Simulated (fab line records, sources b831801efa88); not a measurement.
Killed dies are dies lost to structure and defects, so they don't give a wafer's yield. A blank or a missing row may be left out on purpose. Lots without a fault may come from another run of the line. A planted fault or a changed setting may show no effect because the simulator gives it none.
One fault seen from 2 desks | flow gf180mcu | each desk has only its own numbers; what lay behind them comes last

THE METROLOGY DESK
What the gauges read, lot by lot, whatever tool the lot ran on: means of the sampled wafers that have a number. A lot is out of limits, marked OUT, if its mean lies more than 4 standard deviations from the usual mean; the brackets give that distance.
Columns: A = cd_nm at GF_HV_LDD_CD_MEAS_19, usual 399.9 nm; B = cd_nm at GF_CONTACT_CD_MEAS_14, usual 220.0 nm; C = M1_ALCU_THK at GF_M1_THK_MEAS_06, usual 460 nm
lot  | first seen here | A     | B     | C
L365 | day 10 17:56    | 400.3 | 221.9 | 464
L367 | day 11 10:31    | 398.6 | 219.9 | 461
L368 | day 11 13:05    | 395.9 | 221.2 | 461
L378 | day 14 20:29    | 403.9 | 221.2 | 461
L380 | day 15 09:02    | 399.0 | 219.2 | 460
L379 | day 15 11:58    | 400.6 | 219.2 | 464
L382 | day 16 07:58    | 400.5 | 220.2 | 461
L383 | day 16 11:13    | 400.2 | 220.0 | 473
L384 | day 16 17:03    | 397.9 | 219.9 | 464
L385 | day 17 02:28    | 402.2 | 220.9 | 452
L386 | day 17 09:13    | 404.8 | 219.9 | 461
L388 | day 17 22:16    | 403.7 | 219.3 | 466
This desk's finding: nothing out of limits on any of the 12 lots.

THE TOOL OWNER'S DESK: plasma_asher-03
The tool's own readings at GF_DUAL_GATE_STRIP_13 (strips in O2/N2): means of the sampled wafers that have a number, for each lot that ran on this tool. A lot is out of limits, marked OUT, if its mean lies more than 4 standard deviations from the usual mean; the brackets give that distance.
Columns: A = drypump_motor_current_A at GF_DUAL_GATE_STRIP_13, usual 5.9 A; B = heater_power_w at GF_DUAL_GATE_STRIP_13, usual 354 W; C = oes_product_au at GF_DUAL_GATE_STRIP_13, usual 0.716 a.u.; D = strip_time_to_endpoint_s at GF_DUAL_GATE_STRIP_13, usual 12.62 s
lot  | first seen here | A   | B   | C               | D
L365 | day 8 08:26     | 6.1 | 341 | 0.716           | 12.64
L367 | day 8 22:50     | 6.1 | 332 | 0.721           | 12.63
L370 | day 9 18:03     | 5.9 | 323 | 0.946 (+52) OUT | -
L382 | day 13 10:09    | 6.1 | 339 | 0.718           | 12.62
L384 | day 13 18:01    | 5.9 | 324 | 0.719           | 12.62
L385 | day 14 03:48    | 5.9 | 321 | 0.715           | 12.59
L386 | day 14 09:09    | 5.6 | 307 | 0.720           | 12.65
This desk's finding: out of limits on L370; first on L370, day 9 18:03 (oes_product_au at GF_DUAL_GATE_STRIP_13). In limits: L365, L367, L382, L384, L385, L386.

PUT TOGETHER
The tool owner's desk could have raised an alarm at day 9 18:03, on L370.
The metrology desk saw nothing out of limits.
The metrology desk has no number on record for L370.
Of the lots named, all ran GF_DUAL_GATE_STRIP_13 on plasma_asher-03.

WHAT THE SIMULATOR HAD PUT IN
Strip aborted: plasma_asher-03, from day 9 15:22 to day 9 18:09, at GF_DUAL_GATE_STRIP_13. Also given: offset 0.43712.
Lots struck among those shown: L370.
Hours from the fault's start to each desk's first reading out of limits: the tool owner's desk, 3.
